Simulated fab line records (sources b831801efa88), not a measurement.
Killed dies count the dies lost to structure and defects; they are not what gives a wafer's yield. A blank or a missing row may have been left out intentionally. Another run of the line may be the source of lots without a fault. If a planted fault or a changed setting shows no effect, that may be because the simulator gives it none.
A single fault, viewed from 2 desks | flow gf180mcu | every desk sees just its own numbers, and what lay behind them comes last

== TOOL OWNER'S DESK, pvd_sputter-02 ==
The tool's own readings at GF_SALICIDE_SPUTTER_02 (material Co, target thk 10 nm, time 20 s): means of the sampled wafers that have a number, for each lot that ran on this tool. Marked OUT: a lot whose mean sits more than 4 standard deviations from the usual mean, which makes it out of limits; the brackets give that distance.
Columns: A = throttle_valve_pct at GF_SALICIDE_SPUTTER_02, usual 30.0 %
lot  | first seen here | A
L106 | day 15 07:30    | 29.3
L108 | day 15 21:25    | 31.0
L113 | day 18 03:52    | 30.2
L114 | day 18 09:07    | 30.0
L115 | day 19 01:49    | 29.3
L118 | day 19 16:30    | 29.1
L127 | day 22 17:22    | 28.9
L129 | day 23 09:37    | 30.3
Result from this desk: across the 8 lots, nothing is out of limits.

== THE METROLOGY DESK ==
Lot by lot, what the gauges showed, no matter which tool ran the lot: averages of those sampled wafers that carry a number. Marked OUT: a lot whose mean sits more than 4 standard deviations from the usual mean, which makes it out of limits; the brackets give that distance.
Columns: A = SALICIDE_TIN_RS at GF_SALICIDE_RS_MEAS_04, usual 16.33 ohm/sq; B = V2_OVL at GF_V2_OVL_MEAS_15, usual 0 nm
lot  | first seen here | A               | B
L106 | day 15 07:33    | 16.66           | -3
L107 | day 15 16:26    | 16.00           | 1
L108 | day 15 21:32    | 16.40           | 3
L109 | day 16 15:02    | 16.46           | 1
L113 | day 18 03:55    | 16.55           | -2
L114 | day 18 09:10    | 16.22           | -3
L115 | day 19 01:53    | 30.05 (+46) OUT | 0
L118 | day 19 16:35    | 28.59 (+41) OUT | 0
L125 | day 22 07:41    | 16.62           | -8
L126 | day 22 11:16    | 16.17           | 6
L127 | day 22 17:28    | 16.31           | -2
L128 | day 23 02:28    | 16.47           | 0
L129 | day 23 09:41    | 16.67           | -1
This desk's result: L115, L118 out of limits, first on L115 (SALICIDE_TIN_RS at GF_SALICIDE_RS_MEAS_04), day 19 01:53. L106, L107, L108, L109, L113, L114, L125, L126, L127, L128, L129: within limits.

== TAKEN TOGETHER ==
An alarm was possible from the metrology desk at day 19 01:53, on L115, L118.
The desk of the tool owner found nothing out of limits.
Tool owner's desk: L115, L118 on record, inside its limits.
Of the lots named, all ran GF_SALICIDE_SPUTTER_02 on pvd_sputter-02.

== WHAT WAS PUT IN BY THE SIMULATOR ==
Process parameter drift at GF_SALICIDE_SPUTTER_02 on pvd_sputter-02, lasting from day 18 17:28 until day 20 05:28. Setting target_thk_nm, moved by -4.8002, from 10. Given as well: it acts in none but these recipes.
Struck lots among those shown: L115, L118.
Time in hours between the start of the fault and the first out-of-limits reading at each desk: metrology desk, 8.
